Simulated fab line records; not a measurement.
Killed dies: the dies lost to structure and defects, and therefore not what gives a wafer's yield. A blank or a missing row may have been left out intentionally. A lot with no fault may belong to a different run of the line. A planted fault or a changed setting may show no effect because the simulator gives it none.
Which tool did it? + flow sfqLine + 42 wafers from 14 lots sampled at 6 of the route's 325 steps

== WHAT EACH GAUGE READ, for each wafer ==
SFQ_M8_RS_MEAS_949: the measuring method here is four-point-probe.
| lot  | measured     | on           | M8_AU_RS (ohm/sq)    |
|------|--------------|--------------|----------------------|
| L290 | day 80 13:52 | filmMetro-04 | 0.1524 0.1535 0.1529 |
| L291 | day 83 18:26 | filmMetro-04 | 0.1538 0.1516 0.1524 |
| L296 | day 88 04:09 | filmMetro-04 | 0.1526 0.1526 0.1519 |
| L298 | day 88 19:41 | filmMetro-03 | 0.1270 0.1294 0.1528 |
| L300 | day 89 09:55 | filmMetro-01 | 0.1518 0.1320 0.1524 |
| L303 | day 89 18:29 | filmMetro-01 | 0.1530 0.1530 0.1516 |
| L305 | day 90 06:37 | filmMetro-01 | 0.1529 0.1525 0.1537 |
| L307 | day 93 10:40 | filmMetro-01 | 0.1528 0.1537 0.1521 |
| L308 | day 93 17:04 | filmMetro-01 | 0.1526 0.1513 0.1546 |
| L309 | day 94 02:40 | filmMetro-04 | 0.1549 0.1550 0.1556 |
| L310 | day 94 12:17 | filmMetro-04 | 0.1531 0.1554 0.1524 |
| L311 | day 95 11:29 | filmMetro-01 | 0.1526 0.1532 0.1530 |
| L312 | day 95 14:55 | filmMetro-03 | 0.1558 0.1550 0.1555 |
| L313 | day 95 16:05 | filmMetro-03 | 0.1540 0.1547 0.1540 |

SFQ_M8_THK_MEAS_950: measures by xrf.
| lot  | measured     | on           | M8_AU_THK (nm)    |
|------|--------------|--------------|-------------------|
| L290 | day 80 13:59 | filmMetro-04 | 177.5 176.8 176.2 |
| L291 | day 83 18:32 | filmMetro-04 | 175.8 178.9 177.1 |
| L296 | day 88 04:14 | filmMetro-04 | 177.2 175.8 177.6 |
| L298 | day 88 19:49 | filmMetro-03 | 212.6 209.0 178.1 |
| L300 | day 89 10:01 | filmMetro-01 | 176.8 201.7 175.8 |
| L303 | day 89 18:37 | filmMetro-01 | 175.3 175.9 177.4 |
| L305 | day 90 06:44 | filmMetro-01 | 174.9 175.7 174.8 |
| L307 | day 93 10:46 | filmMetro-01 | 175.2 174.2 176.0 |
| L308 | day 93 17:11 | filmMetro-01 | 175.9 177.0 173.7 |
| L309 | day 94 02:47 | filmMetro-04 | 173.4 173.4 172.3 |
| L310 | day 94 12:24 | filmMetro-04 | 176.4 174.1 176.4 |
| L311 | day 95 11:36 | filmMetro-01 | 175.1 173.5 174.5 |
| L312 | day 95 15:01 | filmMetro-03 | 172.9 173.9 174.1 |
| L313 | day 95 16:12 | filmMetro-03 | 176.0 175.2 174.4 |

== WHAT TOOL EACH LOT RAN ON (gives the tool, then ch and the chambers of the sampled wafers, and finally the start) ==
| lot  | SFQ_TRILAYER_R5_BARC_OPEN_METAL_ETCH_177 | SFQ_TRILAYER_I6_VIA_BARC_OPEN_VIA_ETCH_235 | SFQ_TRILAYER_I6_VIA_STRIP_STRIP_173 | SFQ_TRILAYER_M8_DEP_EVAP_196 |
|------|------------------------------------------|--------------------------------------------|-------------------------------------|------------------------------|
| L290 | rieMetal-02 ch 0,1, day 61 05:26         | rieDiel-02 ch 0,1,2, day 67 22:44          | rieMetal-02 ch 0,1, day 67 22:54    | pvdSputter-01, day 80 13:20  |
| L291 | rieMetal-03 ch 0,1, day 61 09:52         | rieDiel-04 ch 1,3, day 75 05:20            | rieMetal-04 ch 0, day 75 05:53      | pvdSputter-02, day 83 17:53  |
| L296 | rieMetal-03 ch 0,1, day 67 10:12         | rieDiel-03 ch 0,1, day 80 21:08            | rieMetal-02 ch 0,1, day 80 21:29    | pvdSputter-01, day 88 03:34  |
| L298 | rieMetal-03 ch 1, day 68 02:59           | rieDiel-03 ch 0,1,2, day 81 15:55          | rieMetal-02 ch 0,1, day 81 16:04    | pvdSputter-01, day 88 19:10  |
| L300 | rieMetal-02 ch 0,1, day 68 23:31         | rieDiel-03 ch 2,3, day 82 09:55            | rieMetal-02 ch 0,1, day 82 10:20    | pvdSputter-01, day 89 09:21  |
| L303 | rieMetal-03 ch 0,1, day 73 11:20         | rieDiel-04 ch 1,2,3, day 82 23:52          | rieMetal-03 ch 0,1, day 83 00:01    | pvdSputter-02, day 89 17:58  |
| L305 | rieMetal-02 ch 0,1, day 73 18:32         | rieDiel-02 ch 0,2,3, day 83 10:40          | rieMetal-04 ch 0,1, day 83 10:49    | pvdSputter-02, day 90 06:06  |
| L307 | rieMetal-04 ch 0,1, day 73 23:20         | rieDiel-02 ch 0,1,3, day 83 22:40          | rieMetal-02 ch 0,1, day 83 22:49    | pvdSputter-02, day 93 10:07  |
| L308 | rieMetal-04 ch 0,1, day 74 00:40         | rieDiel-03 ch 0,3, day 84 01:04            | rieMetal-04 ch 0,1, day 84 01:13    | pvdSputter-01, day 93 16:33  |
| L309 | rieMetal-03 ch 0,1, day 74 01:52         | rieDiel-02 ch 1,2, day 84 07:04            | rieMetal-03 ch 0,1, day 84 07:13    | pvdSputter-02, day 94 02:09  |
| L310 | rieMetal-02 ch 1, day 74 04:16           | rieDiel-03 ch 1,2, day 84 10:40            | rieMetal-02 ch 0, day 84 10:49      | pvdSputter-01, day 94 11:45  |
| L311 | rieMetal-03 ch 0,1, day 74 21:04         | rieDiel-03 ch 0,2,3, day 85 02:19          | rieMetal-04 ch 0,1, day 85 02:28    | pvdSputter-02, day 95 10:58  |
| L312 | rieMetal-04 ch 0, day 75 00:43           | rieDiel-04 ch 1,2,3, day 85 05:52          | rieMetal-03 ch 0,1, day 85 06:13    | pvdSputter-01, day 95 14:22  |
| L313 | rieMetal-02 ch 0,1, day 75 04:16         | rieDiel-03 ch 2,3, day 85 07:04            | rieMetal-04 ch 0,1, day 85 07:13    | pvdSputter-02, day 95 15:34  |
- SFQ_TRILAYER_R5_BARC_OPEN_METAL_ETCH_177: etches BARC in O2, target depth 125 nm, time 41.7 s.
- SFQ_TRILAYER_I6_VIA_BARC_OPEN_VIA_ETCH_235: etches BARC in O2, target depth 125 nm, time 41.7 s.
- SFQ_TRILAYER_I6_VIA_STRIP_STRIP_173: strips in O2.
- SFQ_TRILAYER_M8_DEP_EVAP_196: material Au, target thk 180 nm, time 900 s.

== WHAT THE TOOLS THEMSELVES READ (means of the sampled wafers that have a number; where no wafer has one, the mark that the record gives instead) ==
SFQ_TRILAYER_R5_BARC_OPEN_METAL_ETCH_177.
| lot  | tool        | drypumpMotorCurrentA (A) | oesProductAu (a.u.) |
|------|-------------|--------------------------|---------------------|
| L290 | rieMetal-02 | 6.0                      | 0.683               |
| L291 | rieMetal-03 | 5.4                      | 0.682               |
| L296 | rieMetal-03 | 5.3                      | 0.685               |
| L298 | rieMetal-03 | 5.3                      | 0.683               |
| L300 | rieMetal-02 | 6.0                      | 0.681               |
| L303 | rieMetal-03 | 5.3                      | 0.691               |
| L305 | rieMetal-02 | 5.7                      | 0.683               |
| L307 | rieMetal-04 | 6.2                      | 0.685               |
| L308 | rieMetal-04 | 6.2                      | 0.691               |
| L309 | rieMetal-03 | 5.3                      | 0.685               |
| L310 | rieMetal-02 | 6.3                      | 0.679               |
| L311 | rieMetal-03 | 5.3                      | 0.686               |
| L312 | rieMetal-04 | 6.2                      | 0.686               |
| L313 | rieMetal-02 | 5.7                      | 0.685               |

SFQ_TRILAYER_I6_VIA_BARC_OPEN_VIA_ETCH_235.
| lot  | tool       | drypumpMotorCurrentA (A) | oesProductAu (a.u.) |
|------|------------|--------------------------|---------------------|
| L290 | rieDiel-02 | 5.5                      | 0.688               |
| L291 | rieDiel-04 | 5.1                      | 0.678               |
| L296 | rieDiel-03 | 5.7                      | 0.684               |
| L298 | rieDiel-03 | 5.7                      | 0.689               |
| L300 | rieDiel-03 | 5.8                      | 0.682               |
| L303 | rieDiel-04 | 5.1                      | 0.684               |
| L305 | rieDiel-02 | 5.6                      | 0.686               |
| L307 | rieDiel-02 | 5.9                      | 0.685               |
| L308 | rieDiel-03 | 5.8                      | 0.683               |
| L309 | rieDiel-02 | 5.4                      | 0.685               |
| L310 | rieDiel-03 | 5.7                      | 0.685               |
| L311 | rieDiel-03 | 5.7                      | 0.683               |
| L312 | rieDiel-04 | 5.1                      | 0.686               |
| L313 | rieDiel-03 | 5.6                      | 0.685               |

SFQ_TRILAYER_I6_VIA_STRIP_STRIP_173.
| lot  | tool        | drypumpMotorCurrentA (A) | oesProductAu (a.u.) |
|------|-------------|--------------------------|---------------------|
| L290 | rieMetal-02 | 5.7                      | 1.007               |
| L291 | rieMetal-04 | 6.2                      | 1.019               |
| L296 | rieMetal-02 | 6.0                      | 1.000               |
| L298 | rieMetal-02 | 5.7                      | 1.006               |
| L300 | rieMetal-02 | 6.0                      | 0.996               |
| L303 | rieMetal-03 | 5.4                      | 0.997               |
| L305 | rieMetal-04 | 6.1                      | 0.999               |
| L307 | rieMetal-02 | 5.9                      | 1.008               |
| L308 | rieMetal-04 | 6.1                      | 1.000               |
| L309 | rieMetal-03 | 5.3                      | 0.991               |
| L310 | rieMetal-02 | 5.4                      | 1.005               |
| L311 | rieMetal-04 | 6.1                      | 1.012               |
| L312 | rieMetal-03 | 5.3                      | 0.997               |
| L313 | rieMetal-04 | 6.1                      | 1.005               |

== THE ANSWER, worked out from the rows above alone ==
Rule: usual is defined by the lots themselves. Put in order of their means at a reading, lots are off if they are a third of the lots or fewer, leave a main group of 4 or more, and stand apart from it by a gap of 3 or more times the standard deviation of the main group's means; of several such gaps the widest counts. The tables above print the reading to a certain number of digits; a main group whose means all agree to those digits is not used. A lot without any number at a reading at which 4 lots or more have one is off too. Any other lot the step has rows for is counted as sound. Order of review: gauges by route order, followed by the tools' own readings, for which a lot's mean as printed above is used. At the first step where some lot is off, the reading lying furthest off is the one used; lots without a number count as furthest.
Off: L298, L300, seen at SFQ_M8_RS_MEAS_949 (M8_AU_RS). For the main group the mean is 0.1534 ohm/sq and the standard deviation 0.00098.
A tool fits if, at a process step before that reading, it ran every lot that is off, and no sound lot after the first of them. The gauges at SFQ_M8_RS_MEAS_949 are tried like those tools. Not one of the candidates tried fits.

== WHAT WAS PUT IN BY THE SIMULATOR ==
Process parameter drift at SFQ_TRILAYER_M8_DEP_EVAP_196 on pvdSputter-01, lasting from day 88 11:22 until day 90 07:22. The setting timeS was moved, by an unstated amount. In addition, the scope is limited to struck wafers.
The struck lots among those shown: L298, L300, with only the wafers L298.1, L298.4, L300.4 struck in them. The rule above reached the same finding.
